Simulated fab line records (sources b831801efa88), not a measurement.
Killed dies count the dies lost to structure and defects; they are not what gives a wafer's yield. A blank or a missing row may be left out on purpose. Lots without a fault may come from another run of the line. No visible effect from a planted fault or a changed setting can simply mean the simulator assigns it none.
fab line records | flow sky130
record lots=5 | wafers=15 | lastDay=50
route steps=708 shown NWELL@66 PWDE@84 VT_ADJUST_HVTP@85 PAD_OPEN@708
lots that met no fault: taken from a fault-free run of the same line
startH: hours from the record's first day to the start of the lot's first wafer shown | waitH: hours elapsed since this lot's preceding step | " same as the row above | L1.1+2: a single row standing in for several wafers | - no value present, or no start provided | * or withheld: withheld | < > ~ a bound
route shown NAME@n: NAME is a module with steps in the file, n the number in the route of the first one | usual: average and standard deviation across the fault-free wafers | same: alike in all rows | chamber/n: place in a boat | sites: the reading at each site | _std_site: the values' standard deviation | _edge_site: inner sites' mean taken away from outer sites' mean | radiusMm: how far each site lies from the wafer's centre | mask NAME#n: copy n | behind: the tool/chamber that last shaped the wafer | hold: why the lot went on hold/how many hours it stayed there/how the hold came to an end | device: the n, p or np transistor that did not switch | end of line: at the end of the route, the tests of the same wafers | for a step that has no rows: nothing shown but its recipe | killed: at the first sort, the dies lost to defects and structure; wafer yield is something else | map: a wafer's dies, x killed, . not, _ none there
set.NAME: setting as actually run; set.NAME@STEP: the setting as run at that earlier step | model.NAME: the simulator's own value behind a step, which no gauge read
lots at selected steps of the route; one table per step, one row per wafer
services: a tool's chamber out of use, with start hour (startH, from the record's first day; less than 0 if before it), hours out, and reason
## steps
# step SKY_NWELL_IMPLANT_13
# recipe species=P | energyKev=50 | doseCm2=7e+11 | tiltDeg=withheld
# step SKY_NWELL_STRIP_14
# recipe chemistry=O2/N2 | powerW=1400 | pressureMtorr=1500 | platenTempC=withheld | o2FlowSccm=3000 | n2FlowSccm=300 | overashFraction=0.5
# usual chamberPressureMTorr=1500.0/1.4 | drypumpMotorCurrentA=5.7/0.37 | oesProductAu=0.723/0.0043 | stripTimeToEndpointS=36.90/0.11
lot.wafer | tool           | chamber | startH | waitH | chamberPressureMTorr | drypumpMotorCurrentA | oesProductAu | rfHoursCounterH | stripTimeToEndpointS
L564.1    | plasmaAsher-04 | 0       | 96.38  | 0.1   | 1499.3               | 6.3                  | 0.721        | 40              | 36.83
L564.4    | "              | 1       | "      | "     | 1498.8               | 6.3                  | 0.718        | -               | 36.64
L564.5    | "              | 1       | "      | "     | 1499.9               | 6.3                  | 0.723        | -               | 36.79
L572.2    | plasmaAsher-01 | 1       | 145.14 | 0.1   | 1498.9               | 5.5                  | 0.722        | 34              | 36.81
L572.3    | "              | 0       | "      | "     | 1498.1               | 5.3                  | 0.721        | -               | 36.92
L572.4    | "              | 1       | "      | "     | 1499.7               | 5.4                  | 0.719        | -               | 36.87
L579.2    | plasmaAsher-02 | 1       | 189.92 | 0.1   | 1497.9               | 5.6                  | 0.727        | 7               | 36.77
L579.3    | "              | 1       | "      | "     | 1500.1               | 5.6                  | 0.725        | -               | 36.73
L579.4    | "              | 0       | "      | "     | 1499.2               | 5.6                  | 0.726        | -               | 36.84
L584.1    | plasmaAsher-04 | 0       | 215.21 | 0.1   | 1501.0               | 6.2                  | 0.721        | 52              | 37.04
L584.2    | "              | 1       | "      | "     | 1499.0               | 6.3                  | 0.730        | 52              | 37.01
L584.3    | "              | 1       | "      | "     | 1499.7               | 6.3                  | 0.724        | -               | 37.01
L585.1    | plasmaAsher-01 | 1       | 223.34 | 0.1   | 1503.7               | 5.4                  | 0.723        | 42              | 36.86
L585.2    | "              | 0       | "      | "     | 1501.3               | 5.2                  | 0.723        | 42              | 36.88
L585.3    | "              | 1       | "      | "     | 1498.9               | 5.5                  | 0.719        | -               | 37.05
# step SKY_NWELL_TW_MEAS_15
# usual NWELL_TW=1804/14
lot.wafer | tool         | chamber | startH | waitH | NWELL_TW
L564.1    | filmMetro-01 | -       | 96.48  | 0.1   | 1810
L564.4    | "            | -       | "      | "     | 1798
L564.5    | "            | -       | "      | "     | 1802
L572.2    | filmMetro-01 | -       | 145.25 | 0.1   | 1803
L572.3    | "            | -       | "      | "     | 1803
L572.4    | "            | -       | "      | "     | 1800
L579.2    | filmMetro-03 | -       | 190.03 | 0.1   | 1775
L579.3    | "            | -       | "      | "     | 1782
L579.4    | "            | -       | "      | "     | 1780
L584.1    | filmMetro-02 | -       | 215.31 | 0.1   | 1826
L584.2    | "            | -       | "      | "     | 1828
L584.3    | "            | -       | "      | "     | 1823
L585.1    | filmMetro-03 | -       | 223.44 | 0.1   | 1788
L585.2    | "            | -       | "      | "     | 1785
L585.3    | "            | -       | "      | "     | 1776
# step SKY_NWELL_DEHYDRATE_16
# recipe tempC=200 | timeS=60
# step SKY_NWELL_HMDS_17
# recipe primeTimeS=60 | primeTempC=120
# step SKY_NWELL_COAT_18
# recipe spinRpm=2000 | resistThkNm=3000
# step SKY_NWELL_SOFTBAKE_19
# recipe tempC=110 | timeS=withheld
# step SKY_NWELL_EXPOSE_20
# recipe maskId=NWM_COMPLEMENT | na=0.6 | sourceShape=conventional | sigmaOuter=0.6 | polarization=unpolarized | targetCdNm=840 | doseMj=260
# step SKY_NWELL_PEB_21
# recipe tempC=115 | timeS=withheld
# step SKY_NWELL_DEVELOP_22
# recipe wallAngleDeg=90 | developer=TMAH | developTimeS=60 | devTempC=23
# step SKY_NWELL_OVL_MEAS_23
# usual NWELL_01_OVL=-1.0/1.3
lot.wafer | tool       | chamber | startH | waitH | NWELL_01_OVL[nm]
L564.1    | overlay-02 | -       | 115.26 | -     | -0.8
L564.4    | "          | -       | "      | "     | 0.1
L564.5    | "          | -       | "      | "     | -0.7
L572.2    | overlay-02 | -       | 164.71 | -     | 1.0
L572.3    | "          | -       | "      | "     | -0.1
L572.4    | "          | -       | "      | "     | -0.5
L579.2    | overlay-02 | -       | 211.71 | -     | -2.2
L579.3    | "          | -       | "      | "     | -1.7
L579.4    | "          | -       | "      | "     | -2.8
L584.1    | overlay-02 | -       | 238.34 | -     | -2.6
L584.2    | "          | -       | "      | "     | -2.2
L584.3    | "          | -       | "      | "     | -1.7
L585.1    | overlay-02 | -       | 245.95 | -     | -2.6
L585.2    | "          | -       | "      | "     | -0.7
L585.3    | "          | -       | "      | "     | -0.9
# step SKY_NWELL_IMPLANT_24
# recipe species=B | energyKev=140 | doseCm2=9.2e+12 | tiltDeg=withheld
# step SKY_NWELL_STRIP_25
# recipe chemistry=O2/N2 | powerW=1400 | pressureMtorr=1500 | platenTempC=withheld | o2FlowSccm=3000 | n2FlowSccm=300 | overashFraction=0.5
# usual chamberPressureMTorr=1500.1/1.3 | drypumpMotorCurrentA=5.7/0.41 | oesProductAu=0.722/0.0041 | stripTimeToEndpointS=36.93/0.096
lot.wafer | tool           | chamber | startH | waitH | chamberPressureMTorr | drypumpMotorCurrentA | oesProductAu | rfHoursCounterH | stripTimeToEndpointS | model.coat_of_NWELL_COAT_18.thkNm
L564.1    | plasmaAsher-01 | 1       | 115.44 | 0.1   | 1499.4               | 5.5                  | 0.722        | 31              | 36.91                | 0
L564.4    | "              | 1       | "      | "     | 1499.8               | 5.4                  | 0.719        | -               | 36.96                | 0
L564.5    | "              | 0       | "      | "     | 1499.5               | 5.3                  | 0.728        | -               | 36.94                | 0
L572.2    | plasmaAsher-02 | 0       | 164.89 | 0.1   | 1500.7               | 5.6                  | 0.723        | 5               | 36.76                | 0
L572.3    | "              | 0       | "      | "     | 1502.7               | 5.6                  | 0.722        | -               | 36.82                | 0
L572.4    | "              | 1       | "      | "     | 1499.2               | 5.6                  | 0.723        | -               | 36.73                | 0
L579.2    | plasmaAsher-01 | 0       | 211.89 | 0.1   | 1516.0               | 5.2                  | 0.859        | 41              | -                    | 2460
L579.3    | "              | 0       | "      | "     | 1504.8               | 5.3                  | 0.919        | -               | -                    | 2459
L579.4    | "              | 1       | "      | "     | 1505.6               | 5.4                  | 0.878        | -               | -                    | 2449
L584.1    | plasmaAsher-04 | 1       | 238.53 | 0.1   | 1500.2               | 6.3                  | 0.721        | 54              | 36.83                | 0
L584.2    | "              | 0       | "      | "     | 1500.1               | 6.2                  | 0.721        | 54              | 36.89                | 0
L584.3    | "              | 1       | "      | "     | 1499.1               | 6.3                  | 0.722        | -               | 36.97                | 0
L585.1    | plasmaAsher-02 | 1       | 246.14 | 0.1   | 1499.8               | 5.6                  | 0.725        | 13              | 37.09                | 0
L585.2    | "              | 0       | "      | "     | 1500.2               | 5.6                  | 0.720        | 13              | 37.12                | 0
L585.3    | "              | 1       | "      | "     | 1500.8               | 5.6                  | 0.724        | -               | 37.11                | 0
# step SKY_NWELL_TW_MEAS_26
# usual NWELL_2_TW=493/4.1
lot.wafer | tool         | chamber | startH | waitH | NWELL_2_TW
L564.1    | filmMetro-03 | -       | 115.54 | 0.1   | 489
L564.4    | "            | -       | "      | "     | 488
L564.5    | "            | -       | "      | "     | 489
L572.2    | filmMetro-03 | -       | 165.00 | 0.1   | 492
L572.3    | "            | -       | "      | "     | 490
L572.4    | "            | -       | "      | "     | 495
L579.2    | filmMetro-03 | -       | 212.00 | 0.1   | 491
L579.3    | "            | -       | "      | "     | 490
L579.4    | "            | -       | "      | "     | 489
L584.1    | filmMetro-03 | -       | 238.63 | 0.1   | 490
L584.2    | "            | -       | "      | "     | 486
L584.3    | "            | -       | "      | "     | 488
L585.1    | filmMetro-01 | -       | 246.24 | 0.1   | 496
L585.2    | "            | -       | "      | "     | 494
L585.3    | "            | -       | "      | "     | 493
# step SKY_NWELL_CLEAN_27
# recipe chemistry=SC1/SC2 | mix=1:4:20 | tempC=70 | timeS=150 | dry=n2Spin
# step SKY_NWELL_RTA_28
# recipe tempC=1050 | timeS=30 | idleTempC=650 | rampUpCPerS=150 | rampDownCPerS=90 | ambient=N2
# usual lampPowerPct=25.30/0.052 | rampDownCPerS=89.999/0.017 | wafer_temp_C_max=1054.9/1.1
lot.wafer | tool         | chamber | startH | waitH | lampPowerPct | rampDownCPerS | wafer_temp_C_max
L564.1    | rtpAnneal-01 | 0       | 115.65 | 0.0   | 25.29        | 90.008        | 1056.1
L564.4    | "            | 0       | "      | "     | 25.37        | 89.983        | 1055.7
L564.5    | "            | 0       | "      | "     | 25.31        | 89.980        | 1055.3
L572.2    | rtpAnneal-01 | 0       | 165.12 | 0.0   | 25.25        | 90.016        | 1055.0
L572.3    | "            | 0       | "      | "     | 25.27        | 90.010        | 1057.1
L572.4    | "            | 0       | "      | "     | 25.33        | 89.990        | 1053.8
L579.2    | rtpAnneal-02 | 0       | 212.12 | 0.0   | 25.23        | 90.000        | 1053.8
L579.3    | "            | 0       | "      | "     | 25.31        | 89.996        | 1053.5
L579.4    | "            | 0       | "      | "     | 25.29        | 89.999        | 1055.2
L584.1    | rtpAnneal-02 | 0       | 238.74 | 0.0   | 25.32        | 90.010        | 1054.8
L584.2    | "            | 0       | "      | "     | 25.29        | 89.987        | 1055.0
L584.3    | "            | 0       | "      | "     | 25.38        | 90.016        | 1054.9
L585.1    | rtpAnneal-01 | 0       | 246.35 | 0.0   | 25.36        | 90.002        | 1054.8
L585.2    | "            | 0       | "      | "     | 25.29        | 89.996        | 1054.7
L585.3    | "            | 0       | "      | "     | 25.40        | 90.032        | 1054.2
# step SKY_NWELL_RS_MEAS_29
# recipe thkMeasGauge=four-point-probe
# usual NWELL_RS=626.9/1.6
lot.wafer | tool         | chamber | startH | waitH | NWELL_RS[ohm/sq]
L564.1    | filmMetro-01 | -       | 115.75 | 0.1   | 628.1
L564.4    | "            | -       | "      | "     | 628.1
L564.5    | "            | -       | "      | "     | 628.5
L572.2    | filmMetro-03 | -       | 165.22 | 0.1   | 628.9
L572.3    | "            | -       | "      | "     | 628.5
L572.4    | "            | -       | "      | "     | 628.1
L579.2    | filmMetro-01 | -       | 212.22 | 0.1   | 627.4
L579.3    | "            | -       | "      | "     | 627.8
L579.4    | "            | -       | "      | "     | 629.5
L584.1    | filmMetro-01 | -       | 238.84 | 0.1   | 624.2
L584.2    | "            | -       | "      | "     | 623.7
L584.3    | "            | -       | "      | "     | 625.5
L585.1    | filmMetro-03 | -       | 246.45 | 0.1   | 626.5
L585.2    | "            | -       | "      | "     | 628.3
L585.3    | "            | -       | "      | "     | 628.5
# step SKY_NWELL_RS_MEAS_31
# recipe thkMeasGauge=four-point-probe
# usual PWDE_RS=5280/19
lot.wafer | tool         | chamber | startH | waitH | PWDE_RS[ohm/sq]
L564.1    | filmMetro-01 | -       | 115.99 | 0.1   | 5300
L564.4    | "            | -       | "      | "     | 5281
L564.5    | "            | -       | "      | "     | 5291
L572.2    | filmMetro-03 | -       | 165.46 | 0.1   | 5258
L572.3    | "            | -       | "      | "     | 5264
L572.4    | "            | -       | "      | "     | 5241
L579.2    | filmMetro-01 | -       | 212.46 | 0.1   | 5271
L579.3    | "            | -       | "      | "     | 5285
L579.4    | "            | -       | "      | "     | 5279
L584.1    | filmMetro-01 | -       | 239.08 | 0.1   | 5265
L584.2    | "            | -       | "      | "     | 5264
L584.3    | "            | -       | "      | "     | 5248
L585.1    | filmMetro-03 | -       | 246.69 | 0.1   | 5256
L585.2    | "            | -       | "      | "     | 5249
L585.3    | "            | -       | "      | "     | 5243
# step SKY_VT_ADJUST_HVTP_DEHYDRATE_00
# recipe tempC=200 | timeS=60
# step SKY_VT_ADJUST_HVTP_HMDS_01
# recipe primeTimeS=60 | primeTempC=120
# step SKY_VT_ADJUST_HVTP_COAT_02
# recipe resist=NOVOLAK | spinRpm=3000 | resistThkNm=1156
# step SKY_VT_ADJUST_HVTP_SOFTBAKE_03
# recipe tempC=90 | timeS=60 | resist=NOVOLAK
# step SKY_VT_ADJUST_HVTP_EXPOSE_04
# recipe maskId=HVTPM | na=0.6 | sourceShape=conventional | sigmaOuter=0.6 | polarization=unpolarized | targetCdNm=380 | doseMj=140
# step SKY_VT_ADJUST_HVTP_PEB_05
# recipe tempC=withheld | timeS=* | resist=NOVOLAK
# step SKY_VT_ADJUST_HVTP_DEVELOP_06
# recipe resist=NOVOLAK | developer=TMAH | developTimeS=60 | devTempC=23
# step SKY_VT_ADJUST_HVTP_CD_MEAS_07
# recipe targetCdNm=380
# usual cdNm=380.4/2.2
lot.wafer | tool     | chamber | startH | waitH | cdNm
L564.1    | cdSem-01 | -       | 135.04 | 0.1   | 381.6
L564.4    | "        | -       | "      | "     | 382.4
L564.5    | "        | -       | "      | "     | 381.3
L572.2    | cdSem-01 | -       | 186.65 | 0.1   | 381.8
L572.3    | "        | -       | "      | "     | 382.7
L572.4    | "        | -       | "      | "     | 380.8
L579.2    | cdSem-01 | -       | 234.91 | 0.1   | 375.4
L579.3    | "        | -       | "      | "     | 376.5
L579.4    | "        | -       | "      | "     | 377.0
L584.1    | cdSem-01 | -       | 262.88 | 0.1   | 379.0
L584.2    | "        | -       | "      | "     | 376.1
L584.3    | "        | -       | "      | "     | 378.3
L585.1    | cdSem-02 | -       | 270.09 | 0.1   | 381.4
L585.2    | "        | -       | "      | "     | 378.5
L585.3    | "        | -       | "      | "     | 380.7
# step SKY_VT_ADJUST_HVTP_OVL_MEAS_08
# usual VT_ADJUST_HVTP_OVL=-1.1/1.3
lot.wafer | tool       | chamber | startH | waitH | VT_ADJUST_HVTP_OVL[nm]
L564.1    | overlay-01 | -       | 135.16 | 0.1   | -0.2
L564.4    | "          | -       | "      | "     | -0.9
L564.5    | "          | -       | "      | "     | -0.5
L572.2    | overlay-02 | -       | 186.76 | 0.1   | 1.4
L572.3    | "          | -       | "      | "     | -0.2
L572.4    | "          | -       | "      | "     | -0.4
L579.2    | overlay-01 | -       | 235.01 | 0.1   | -1.8
L579.3    | "          | -       | "      | "     | -1.8
L579.4    | "          | -       | "      | "     | -3.1
L584.1    | overlay-01 | -       | 263.00 | 0.1   | -0.5
L584.2    | "          | -       | "      | "     | -0.2
L584.3    | "          | -       | "      | "     | 1.8
L585.1    | overlay-02 | -       | 270.21 | 0.1   | -2.2
L585.2    | "          | -       | "      | "     | -2.7
L585.3    | "          | -       | "      | "     | -2.6
# step SKY_VT_ADJUST_HVTP_IMPLANT_09
# recipe species=As | energyKev=150 | doseCm2=4.3e+12 | tiltDeg=withheld
# step SKY_VT_ADJUST_HVTP_STRIP_10
# recipe chemistry=O2/N2 | powerW=1400 | pressureMtorr=1500 | platenTempC=withheld | o2FlowSccm=3000 | n2FlowSccm=300 | overashFraction=0.5
# usual chamberPressureMTorr=1500.1/1.3 | drypumpMotorCurrentA=6.1/0.4 | oesProductAu=0.715/0.0045 | stripTimeToEndpointS=14.33/0.048
lot.wafer | tool           | chamber | startH | waitH | chamberPressureMTorr | drypumpMotorCurrentA | oesProductAu | rfHoursCounterH | stripTimeToEndpointS
L564.1    | plasmaAsher-02 | 1       | 135.34 | 0.1   | 1500.5               | 5.6                  | 0.718        | 2               | 14.31
L564.4    | "              | 1       | "      | "     | 1500.0               | 5.6                  | 0.712        | -               | 14.34
L564.5    | "              | 0       | "      | "     | 1499.0               | 5.6                  | 0.717        | -               | 14.31
L572.2    | plasmaAsher-03 | 1       | 186.94 | 0.1   | 1501.7               | 6.7                  | 0.717        | 49              | 14.26
L572.3    | "              | 1       | "      | "     | 1499.6               | 6.6                  | 0.717        | -               | 14.28
L572.4    | "              | 0       | "      | "     | 1499.0               | 5.7                  | 0.714        | -               | 14.31
L579.2    | plasmaAsher-02 | 0       | 235.19 | 0.1   | 1497.7               | 5.6                  | 0.734        | 12              | 50.97
L579.3    | "              | 0       | "      | "     | 1500.8               | 5.6                  | 0.723        | -               | 51.00
L579.4    | "              | 1       | "      | "     | 1501.9               | 5.6                  | 0.726        | -               | 50.84
L584.1    | plasmaAsher-04 | 1       | 263.19 | 0.1   | 1499.6               | 6.3                  | 0.721        | 56              | 14.26
L584.2    | "              | 0       | "      | "     | 1500.9               | 6.2                  | 0.718        | 56              | 14.28
L584.3    | "              | 1       | "      | "     | 1500.9               | 6.3                  | 0.701        | -               | 14.29
L585.1    | plasmaAsher-02 | 0       | 270.39 | 0.1   | 1497.8               | 5.6                  | 0.714        | 15              | 14.33
L585.2    | "              | 1       | "      | "     | 1501.2               | 5.6                  | 0.708        | 15              | 14.34
L585.3    | "              | 0       | "      | "     | 1501.1               | 5.6                  | 0.713        | -               | 14.32
# step SKY_VT_ADJUST_HVTP_TW_MEAS_11
# usual VT_ADJUST_HVTP_TW=1352/18
lot.wafer | tool         | chamber | startH | waitH | hold                    | VT_ADJUST_HVTP_TW
L564.1    | filmMetro-02 | -       | 135.44 | 0.1   | -                       | 1348
L564.4    | "            | -       | "      | "     | -                       | 1348
L564.5    | "            | -       | "      | "     | -                       | 1351
L572.2    | filmMetro-02 | -       | 187.05 | 0.1   | -                       | 1356
L572.3    | "            | -       | "      | "     | -                       | 1355
L572.4    | "            | -       | "      | "     | -                       | 1356
L579.2    | filmMetro-02 | -       | 235.30 | 0.1   | awaitDispo/0.2h/release | 30
L579.3    | "            | -       | "      | "     | awaitDispo/0.2h/release | 30
L579.4    | "            | -       | "      | "     | awaitDispo/0.2h/release | 30
L579.2    | filmMetro-02 | -       | 235.53 | 0.2   | -                       | 30
L579.3    | "            | -       | "      | "     | -                       | 30
L579.4    | "            | -       | "      | "     | -                       | 30
L584.1    | filmMetro-04 | -       | 263.29 | 0.1   | -                       | 1386
L584.2    | "            | -       | "      | "     | -                       | 1383
L584.3    | "            | -       | "      | "     | -                       | 1385
L585.1    | filmMetro-02 | -       | 270.49 | 0.1   | -                       | 1354
L585.2    | "            | -       | "      | "     | -                       | 1351
L585.3    | "            | -       | "      | "     | -                       | 1353
# step SKY_PAD_OPEN_PROBE_99
# usual defectLimitedYield=82.6/1.9 | killed_at_M0_to_M3=42/7 | killed_at_M4_up=3.2/1.6 | killedAtContacts=24/5.8 | killedAtFrontEnd=16/4.3 | killedAtOther=0.3/0.62 | killedDies=86/9.5 | killedOpen=46/6.4 | killedShort=39/6.3 | sort_bin_3_pad_short=0.9/0.43 | sort_bin_5_function=10.5/1.4 | sort_bin_6_memory=6.1/1.2 | sortNPass=406/9.5 | sortYieldPct=82.6/1.9
# same grossDies=492 | killedAtBackSide=0 | sort_bin_4_leakage[%]=0 | sort_bin_8_speed[%]=0
lot.wafer | tool      | chamber | startH  | waitH | defectLimitedYield[%] | killed_at_M0_to_M3 | killed_at_M4_up | killedAtContacts | killedAtFrontEnd | killedAtOther | killedDies | killedOpen | killedShort | sort_bin_3_pad_short[%] | sort_bin_5_function[%] | sort_bin_6_memory[%] | sortNPass | sortYieldPct[%]
L584.1    | prober-02 | -       | 1195.82 | 0.1   | 82.1                  | 31                 | 5               | 35               | 15               | 2             | 88         | 45         | 42          | 1.0                     | 11.2                   | 5.7                  | 404       | 82.1
L584.2    | prober-02 | -       | 1195.87 | 0.1   | 86.4                  | 39                 | 4               | 10               | 14               | 0             | 67         | 37         | 29          | 0.2                     | 8.7                    | 4.7                  | 425       | 86.4
L584.3    | prober-02 | -       | 1195.92 | 0.2   | 84.1                  | 30                 | 3               | 26               | 19               | 0             | 78         | 47         | 30          | 0.4                     | 10.6                   | 4.9                  | 414       | 84.1
# killed by level:class
L584.1 CONTACT:geometricParticle:open=11 LI_CONTACT:geometricParticle:open=9 LOCAL_INTERCONNECT:geometricParticle:short=8 VIA2:geometricParticle:open=7 METAL1:geometricParticle:short=5 VIA3:geometricParticle:open=5 LI_CONTACT:geometricParticle:short=4 METAL2:geometricParticle:short=4
L584.2 VIA2:geometricParticle:open=9 POLY_GATE:geometricParticle:open=7 METAL1:geometricParticle:short=7 VIA1:geometricParticle:open=6 CONTACT:geometricParticle:open=5 VIA3:geometricParticle:open=5 METAL4:geometricParticle:short=4 FIELD_ISO:geometricParticle:short=3
L584.3 VIA2:geometricParticle:open=10 LI_CONTACT:geometricParticle:open=8 FIELD_ISO:geometricParticle:open=6 CONTACT:geometricParticle:short=6 LOCAL_INTERCONNECT:geometricParticle:short=5 CONTACT:geometricParticle:open=5 VIA1:geometricParticle:open=5 VIA3:geometricParticle:open=5
## services
tool           | chamber | startH | hours | kind
plasmaAsher-01 | -       | 95.17  | 1.8   | repair
plasmaAsher-02 | -       | 108.75 | 9.0   | pm
plasmaAsher-02 | 0       | 108.75 | 9.0   | ventCycle
plasmaAsher-02 | 1       | 108.75 | 9.0   | ventCycle
plasmaAsher-01 | -       | 108.78 | 1.1   | repair
plasmaAsher-02 | -       | 117.02 | 0.3   | repair
plasmaAsher-02 | 0       | 117.75 | -     | clean
plasmaAsher-02 | 1       | 117.75 | -     | clean
plasmaAsher-03 | -       | 136.37 | 2.6   | repair
plasmaAsher-01 | -       | 197.43 | 0.6   | repair
rtpAnneal-02   | -       | 199.10 | 5.8   | pm
plasmaAsher-04 | -       | 221.81 | 3.4   | repair
plasmaAsher-04 | -       | 254.66 | 2.0   | repair
## key
firstSign step=SKY_NWELL_STRIP_25 | reading=oesProductAu | direction=up | sigmas=40 | usual=0.722 | struck=0.886
effect step=SKY_NWELL_STRIP_25 | reading=chamberPressureMTorr | direction=up | sigmas=6.5 | usual=1500.1 | struck=1508.8
effect step=SKY_VT_ADJUST_HVTP_STRIP_10 | reading=stripTimeToEndpointS | direction=up | sigmas=99+ | usual=* | struck=*
effect step=SKY_VT_ADJUST_HVTP_TW_MEAS_11 | reading=visit | direction=added
effect step=SKY_VT_ADJUST_HVTP_TW_MEAS_11 | reading=VT_ADJUST_HVTP_TW | direction=down | sigmas=74 | usual=1352 | struck=30
modelEffect step=SKY_NWELL_STRIP_25 | value=coat_of_NWELL_COAT_18.thkNm | without=0 | struck=2456
metAt SKY_NWELL_STRIP_25
struckWafers L579.2,L579.3,L579.4
scrappedBehind SKY_VT_ADJUST_HVTP_TW_MEAS_11 L579.2,L579.3,L579.4
onsetBetween 115.44 211.89
fault kind=stripAborted | tool=plasmaAsher-01 | chamber=- | onsetH=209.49 | steps=SKY_NWELL_STRIP_25 | offset=1 | endH=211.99
